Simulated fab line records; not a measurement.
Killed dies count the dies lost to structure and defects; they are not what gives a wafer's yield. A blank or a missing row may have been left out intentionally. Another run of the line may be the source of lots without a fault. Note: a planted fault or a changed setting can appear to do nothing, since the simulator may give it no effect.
Which of the tools did it? :: flow gf180mcu :: 36 wafers from 12 lots sampled at 5 of the route's 602 steps

## WHAT THE GAUGES SHOWED, per wafer
GF_MVSD_OVL_MEAS_07. Usual: for MVSD_OVL the level is 1.3 nm and the standard deviation is 1.4.
lot: L825
measured: day 4 23:52
on: overlay-01
MVSD_OVL (nm): 2.1 2.7 3.8
flag: 

lot: L826
measured: day 5 03:39
on: overlay-01
MVSD_OVL (nm): 1.8 3.8 1.6
flag: 

lot: L827
measured: day 5 08:46
on: overlay-02
MVSD_OVL (nm): 0.1 0.3 1.9
flag: 

lot: L829
measured: day 5 19:45
on: overlay-02
MVSD_OVL (nm): 2.0 0.5 0.6
flag: 

lot: L832
measured: day 6 14:32
on: overlay-02
MVSD_OVL (nm): 3.3 3.7 2.9
flag: 

lot: L834
measured: day 7 00:31
on: overlay-02
MVSD_OVL (nm): 2.2 3.7 2.5
flag: 

lot: L841
measured: day 8 22:25
on: overlay-01
MVSD_OVL (nm): 2.7 2.6 1.3
flag: 

lot: L842
measured: day 9 10:37
on: overlay-02
MVSD_OVL (nm): -0.3 0.5 -0.6
flag: 

lot: L844
measured: day 9 13:25
on: overlay-02
MVSD_OVL (nm): 3.8 4.9 2.6
flag: 

lot: L843
measured: day 9 14:07
on: overlay-01
MVSD_OVL (nm): 1.5 1.1 1.8
flag: 

lot: L845
measured: day 9 18:26
on: overlay-01
MVSD_OVL (nm): 0.8 0.6 0.3
flag: 

lot: L846
measured: day 10 04:49
on: overlay-01
MVSD_OVL (nm): 0.2 -1.1 0.1
flag: 

GF_VT_IMPLANT_OVL_MEAS_07. Usual: for VT_IMPLANT_OVL the level is 0.0 nm and the standard deviation is 1.5.
lot: L825
measured: day 6 04:08
on: overlay-01
VT_IMPLANT_OVL (nm): -0.4 -1.2 -2.3
flag: 

lot: L826
measured: day 6 08:45
on: overlay-01
VT_IMPLANT_OVL (nm): 0.5 1.8 0.7
flag: 

lot: L827
measured: day 6 12:37
on: overlay-02
VT_IMPLANT_OVL (nm): -1.4 0.9 0.5
flag: 

lot: L829
measured: day 7 00:51
on: overlay-02
VT_IMPLANT_OVL (nm): -1.4 -1.3 -1.9
flag: 

lot: L832
measured: day 7 20:59
on: overlay-01
VT_IMPLANT_OVL (nm): -1.9 -1.7 -2.1
flag: 

lot: L834
measured: day 8 07:34
on: overlay-02
VT_IMPLANT_OVL (nm): 0.1 -0.3 0.4
flag: 

lot: L841
measured: day 10 09:07
on: overlay-02
VT_IMPLANT_OVL (nm): - - -
flag: OFF

lot: L842
measured: day 10 22:26
on: overlay-01
VT_IMPLANT_OVL (nm): -2.4 -2.3 -1.3
flag: 

lot: L844
measured: day 11 02:14
on: overlay-01
VT_IMPLANT_OVL (nm): -2.2 -2.0 0.0
flag: 

lot: L843
measured: day 11 03:10
on: overlay-01
VT_IMPLANT_OVL (nm): -2.8 -1.6 -1.3
flag: 

lot: L845
measured: day 11 07:50
on: overlay-01
VT_IMPLANT_OVL (nm): 1.2 1.5 -0.1
flag: 

lot: L846
measured: day 11 18:05
on: overlay-02
VT_IMPLANT_OVL (nm): -1.7 0.9 0.8
flag: 

GF_VT_IMPLANT_TW_MEAS_10. Usual: for VT_IMPLANT_TW the level is 562 and the standard deviation is 6.3.
lot: L825
measured: day 6 04:26
on: film_metro-04
VT_IMPLANT_TW: 573 573 572
flag: 

lot: L826
measured: day 6 09:02
on: film_metro-03
VT_IMPLANT_TW: 557 556 555
flag: 

lot: L827
measured: day 6 12:55
on: film_metro-04
VT_IMPLANT_TW: 571 571 568
flag: 

lot: L829
measured: day 7 01:08
on: film_metro-03
VT_IMPLANT_TW: 555 555 554
flag: 

lot: L832
measured: day 7 21:16
on: film_metro-02
VT_IMPLANT_TW: 562 561 557
flag: 

lot: L834
measured: day 8 07:52
on: film_metro-03
VT_IMPLANT_TW: 553 554 556
flag: 

lot: L841
measured: day 10 09:24
on: film_metro-04
VT_IMPLANT_TW: 30 30 30 30 30 30
flag: OFF

lot: L842
measured: day 10 22:43
on: film_metro-03
VT_IMPLANT_TW: 554 559 553
flag: 

lot: L844
measured: day 11 02:31
on: film_metro-03
VT_IMPLANT_TW: 553 554 553
flag: 

lot: L843
measured: day 11 03:28
on: film_metro-04
VT_IMPLANT_TW: 567 567 567
flag: 

lot: L845
measured: day 11 08:08
on: film_metro-02
VT_IMPLANT_TW: 560 562 561
flag: 

lot: L846
measured: day 11 18:23
on: film_metro-02
VT_IMPLANT_TW: 563 563 564
flag: 

GF_VT_IMPLANT_TW_MEAS_21. Usual: for VT_IMPLANT_2_TW the level is 1217 and the standard deviation is 12.
lot: L825
measured: day 6 18:37
on: film_metro-04
VT_IMPLANT_2_TW: 1232 1229 1232
flag: 

lot: L826
measured: day 7 00:10
on: film_metro-04
VT_IMPLANT_2_TW: 1232 1226 1226
flag: 

lot: L827
measured: day 7 04:07
on: film_metro-04
VT_IMPLANT_2_TW: 1233 1228 1232
flag: 

lot: L829
measured: day 7 16:56
on: film_metro-02
VT_IMPLANT_2_TW: 1202 1207 1204
flag: 

lot: L832
measured: day 8 13:13
on: film_metro-02
VT_IMPLANT_2_TW: 1210 1213 1215
flag: 

lot: L834
measured: day 9 00:10
on: film_metro-04
VT_IMPLANT_2_TW: 1222 1213 1214
flag: 

lot: L842
measured: day 11 17:31
on: film_metro-04
VT_IMPLANT_2_TW: 1218 1213 1213
flag: 

lot: L844
measured: day 11 20:40
on: film_metro-04
VT_IMPLANT_2_TW: 1221 1225 1223
flag: 

lot: L843
measured: day 11 21:34
on: film_metro-04
VT_IMPLANT_2_TW: 1217 1225 1225
flag: 

lot: L845
measured: day 12 02:32
on: film_metro-04
VT_IMPLANT_2_TW: 1228 1228 1238
flag: 

lot: L846
measured: day 12 13:07
on: film_metro-04
VT_IMPLANT_2_TW: 1230 1233 1237
flag: 

## EACH LOT AND THE TOOL THAT RAN IT (in order: tool; ch and the chambers of the sampled wafers; start)
lot: L825
GF_VT_IMPLANT_EXPOSE_04: iline_stepper-01 ch 0, day 5 21:21

lot: L826
GF_VT_IMPLANT_EXPOSE_04: iline_stepper-02 ch 0, day 6 01:58

lot: L827
GF_VT_IMPLANT_EXPOSE_04: iline_stepper-02 ch 0, day 6 05:49

lot: L829
GF_VT_IMPLANT_EXPOSE_04: iline_stepper-02 ch 0, day 6 17:52

lot: L832
GF_VT_IMPLANT_EXPOSE_04: iline_stepper-02 ch 0, day 7 13:08

lot: L834
GF_VT_IMPLANT_EXPOSE_04: iline_stepper-01 ch 0, day 8 00:32

lot: L841
GF_VT_IMPLANT_EXPOSE_04: iline_stepper-02 ch 0, day 10 00:32

lot: L842
GF_VT_IMPLANT_EXPOSE_04: iline_stepper-02 ch 0, day 10 13:31

lot: L844
GF_VT_IMPLANT_EXPOSE_04: iline_stepper-02 ch 0, day 10 16:50

lot: L843
GF_VT_IMPLANT_EXPOSE_04: iline_stepper-01 ch 0, day 10 17:37

lot: L845
GF_VT_IMPLANT_EXPOSE_04: iline_stepper-01 ch 0, day 10 23:02

lot: L846
GF_VT_IMPLANT_EXPOSE_04: iline_stepper-01 ch 0, day 11 08:52
- GF_VT_IMPLANT_EXPOSE_04: exposes mask LVPWELL LV AREA, target cd 600 nm.

## AS READ BY THE TOOLS THEMSELVES (means over the sampled wafers that have a number; for cases with no such wafer, the mark the record gives instead)
GF_VT_IMPLANT_EXPOSE_04. Usual: focus_offset_nm 0.0 nm, standard deviation 0.55; stage_vel_mm_s 499.99 mm/s, standard deviation 0.26.
lot: L825
tool: iline_stepper-01
focus_offset_nm (nm): 0.3
stage_vel_mm_s (mm/s): 499.74
flag: 

lot: L826
tool: iline_stepper-02
focus_offset_nm (nm): -0.2
stage_vel_mm_s (mm/s): 499.96
flag: 

lot: L827
tool: iline_stepper-02
focus_offset_nm (nm): 0.3
stage_vel_mm_s (mm/s): 500.04
flag: 

lot: L829
tool: iline_stepper-02
focus_offset_nm (nm): 0.1
stage_vel_mm_s (mm/s): 499.84
flag: 

lot: L832
tool: iline_stepper-02
focus_offset_nm (nm): -0.3
stage_vel_mm_s (mm/s): 499.99
flag: 

lot: L834
tool: iline_stepper-01
focus_offset_nm (nm): 0.3
stage_vel_mm_s (mm/s): 499.72
flag: 

lot: L841
tool: iline_stepper-02
focus_offset_nm (nm): 0.0
stage_vel_mm_s (mm/s): 500.15
flag: 

lot: L842
tool: iline_stepper-02
focus_offset_nm (nm): -0.6
stage_vel_mm_s (mm/s): 499.71
flag: 

lot: L844
tool: iline_stepper-02
focus_offset_nm (nm): -0.1
stage_vel_mm_s (mm/s): 499.96
flag: 

lot: L843
tool: iline_stepper-01
focus_offset_nm (nm): 0.1
stage_vel_mm_s (mm/s): 499.93
flag: 

lot: L845
tool: iline_stepper-01
focus_offset_nm (nm): -0.4
stage_vel_mm_s (mm/s): 500.02
flag: 

lot: L846
tool: iline_stepper-01
focus_offset_nm (nm): 0.9
stage_vel_mm_s (mm/s): 500.30
flag: 

## THE ANSWER, worked out from the rows above alone
Rule: lot off if the mean of its wafers having a number is beyond 3 standard deviations from the usual mean. A lot without any number at a reading at which 4 lots or more have one is off too. Where the step has rows for the other lots, those lots are counted as sound. After the gauges, taken in route order, come the tools' own readings; for these a lot's mean is taken, as printed above. At the first step where some lot is off, the reading lying furthest off is the one used; lots without a number count as furthest.
Off: L841, at GF_VT_IMPLANT_OVL_MEAS_07 (VT_IMPLANT_OVL). Without a number there: L841.
A tool fits if, at a process step before that reading, it ran every lot that is off, and no sound lot after the first of them. Not tried: the gauges at GF_VT_IMPLANT_OVL_MEAS_07; whatever is off there is also off at GF_VT_IMPLANT_TW_MEAS_10, on other tools, and gauge error can't account for it. None of those tried fits.

## WHAT WAS PUT IN BY THE SIMULATOR
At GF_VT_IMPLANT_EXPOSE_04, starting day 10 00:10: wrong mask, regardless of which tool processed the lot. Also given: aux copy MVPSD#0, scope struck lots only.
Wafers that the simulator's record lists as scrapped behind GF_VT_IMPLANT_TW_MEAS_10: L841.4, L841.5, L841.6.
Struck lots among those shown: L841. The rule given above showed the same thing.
